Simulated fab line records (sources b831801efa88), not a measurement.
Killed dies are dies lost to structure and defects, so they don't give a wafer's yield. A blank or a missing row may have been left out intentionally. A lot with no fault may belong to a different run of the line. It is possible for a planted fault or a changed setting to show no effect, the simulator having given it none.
Which of the tools did it? / flow gf180mcu / 6 lots with 18 wafers sampled at 2 steps, on a route of 602 steps

WHAT THE GAUGES SHOWED, per wafer
GF_MVSD_TW_MEAS_11.
lot=L694; measured=day 5 07:10; on=film metro-04; MVSD_TW=1551 1562 1555
lot=L696; measured=day 5 19:07; on=film metro-02; MVSD_TW=1568 1559 1554
lot=L699; measured=day 6 12:52; on=film metro-04; MVSD_TW=1577 1582 1572
lot=L701; measured=day 7 01:08; on=film metro-03; MVSD_TW=1576 1572 1572
lot=L711; measured=day 9 10:37; on=film metro-04; MVSD_TW=1481 1487 1489
lot=L714; measured=day 10 06:46; on=film metro-04; MVSD_TW=1572 1573 1568

TOOL THAT RAN EACH LOT (tool first, then ch and the chambers of the sampled wafers, then the start)
lot=L694; GF_MVSD_IMPLANT_08=implanter-02 ch 0, day 5 06:46
lot=L696; GF_MVSD_IMPLANT_08=implanter-04 ch 0, day 5 18:43
lot=L699; GF_MVSD_IMPLANT_08=implanter-04 ch 0, day 6 12:28
lot=L701; GF_MVSD_IMPLANT_08=implanter-02 ch 0, day 7 00:44
lot=L711; GF_MVSD_IMPLANT_08=implanter-02 ch 0, day 9 10:13
lot=L714; GF_MVSD_IMPLANT_08=implanter-03 ch 0, day 10 06:22
- GF_MVSD_IMPLANT_08

THE ANSWER, worked out from the rows above alone
Rule: the lots themselves supply what counts as usual. Put in order of their means at a reading, lots are off if they are a third of the lots or fewer, leave a main group of 4 or more, and stand apart from it by a gap of 3 or more times the standard deviation of the main group's means; of several such gaps the widest counts. A main group whose means are all the same, to the digits that the tables above print for the reading, isn't used. Also off: a lot with no number at a reading for which 4 or more lots have one. All remaining lots with rows at the step are treated as sound.
Off: L711, at GF_MVSD_TW_MEAS_11 (MVSD_TW). The main group: mean 1568, standard deviation 8.
A tool fits if, at a process step before that reading, it ran every lot that is off, and no sound lot after the first of them. The gauges at GF_MVSD_TW_MEAS_11 are tried like those tools. One candidate fits, namely implanter-02 at GF_MVSD_IMPLANT_08. A fault onset in the window from L701 (day 7 00:44, its last sound lot) to L711 (day 9 10:13, its first lot off) fits.

WHAT THE SIMULATOR PUT IN
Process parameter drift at GF_MVSD_IMPLANT_08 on implanter-02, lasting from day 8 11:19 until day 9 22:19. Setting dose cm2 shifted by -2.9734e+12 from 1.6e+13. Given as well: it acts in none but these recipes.
Lots struck among those shown: L711. Same finding as the rule above.
